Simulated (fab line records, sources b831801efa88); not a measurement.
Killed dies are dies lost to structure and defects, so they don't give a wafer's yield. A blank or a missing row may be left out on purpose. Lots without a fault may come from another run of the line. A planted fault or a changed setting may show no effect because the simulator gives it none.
Which tool did it? | flow sky130 | 11 lots, 33 wafers sampled, at 2 steps of a route of 708

WHAT THE GAUGES READ, wafer by wafer
SKY_LOCAL_INTERCONNECT_RS_MEAS_01: measures by four-point-probe.
lot  | measured     | on            | LOCAL_INTERCONNECT_TIN_RS (ohm/sq)
L247 | day 29 04:04 | film_metro-02 | 13.92 14.11 14.06
L248 | day 29 20:46 | film_metro-03 | 14.13 14.06 14.17
L249 | day 30 01:37 | film_metro-03 | 14.12 14.21 14.13
L253 | day 31 11:53 | film_metro-02 | 13.99 14.32 10.02
L256 | day 32 09:29 | film_metro-02 | 14.41 10.04 14.23
L257 | day 32 17:12 | film_metro-03 | 13.92 14.05 14.02
L261 | day 34 00:55 | film_metro-02 | 14.42 14.47 14.40
L264 | day 35 17:54 | film_metro-03 | 14.21 14.05 14.08
L267 | day 35 19:58 | film_metro-02 | 13.97 14.06 14.07
L268 | day 36 02:28 | film_metro-01 | 14.15 14.16 14.18
L269 | day 36 14:21 | film_metro-02 | 13.87 13.96 13.86

WHICH TOOL RAN EACH LOT (tool, then ch and the chambers of the sampled wafers, then the start)
lot  | SKY_LOCAL_INTERCONNECT_SPUTTER_00
L247 | pvd_sputter-02, day 29 04:00
L248 | pvd_sputter-02, day 29 20:40
L249 | pvd_sputter-04, day 30 01:33
L253 | pvd_sputter-04, day 31 11:49
L256 | pvd_sputter-04, day 32 09:25
L257 | pvd_sputter-01, day 32 17:05
L261 | pvd_sputter-01, day 34 00:52
L264 | pvd_sputter-04, day 35 17:49
L267 | pvd_sputter-02, day 35 19:55
L268 | pvd_sputter-01, day 36 02:24
L269 | pvd_sputter-02, day 36 14:17
- SKY_LOCAL_INTERCONNECT_SPUTTER_00: material TiN, target thk 100 nm, time 83.3 s.

THE ANSWER, worked out from the rows above alone
Rule: what is usual is taken from the lots themselves. Put in order of their means at a reading, lots are off if they are a third of the lots or fewer, leave a main group of 4 or more, and stand apart from it by a gap of 3 or more times the standard deviation of the main group's means; of several such gaps the widest counts. A main group whose means are all the same, to the digits that the tables above print for the reading, isn't used. A lot without any number at a reading at which 4 lots or more have one is off too. The other lots that the step has rows for count as sound.
Off: L253, L256, at SKY_LOCAL_INTERCONNECT_RS_MEAS_01 (LOCAL_INTERCONNECT_TIN_RS). The main group: mean 14.10 ohm/sq, standard deviation 0.14.
A tool fits if, at a process step before that reading, it ran every lot that is off, and no sound lot after the first of them. The gauges at SKY_LOCAL_INTERCONNECT_RS_MEAS_01 are tried like those tools. None of those tried fits.

WHAT THE SIMULATOR HAD PUT IN
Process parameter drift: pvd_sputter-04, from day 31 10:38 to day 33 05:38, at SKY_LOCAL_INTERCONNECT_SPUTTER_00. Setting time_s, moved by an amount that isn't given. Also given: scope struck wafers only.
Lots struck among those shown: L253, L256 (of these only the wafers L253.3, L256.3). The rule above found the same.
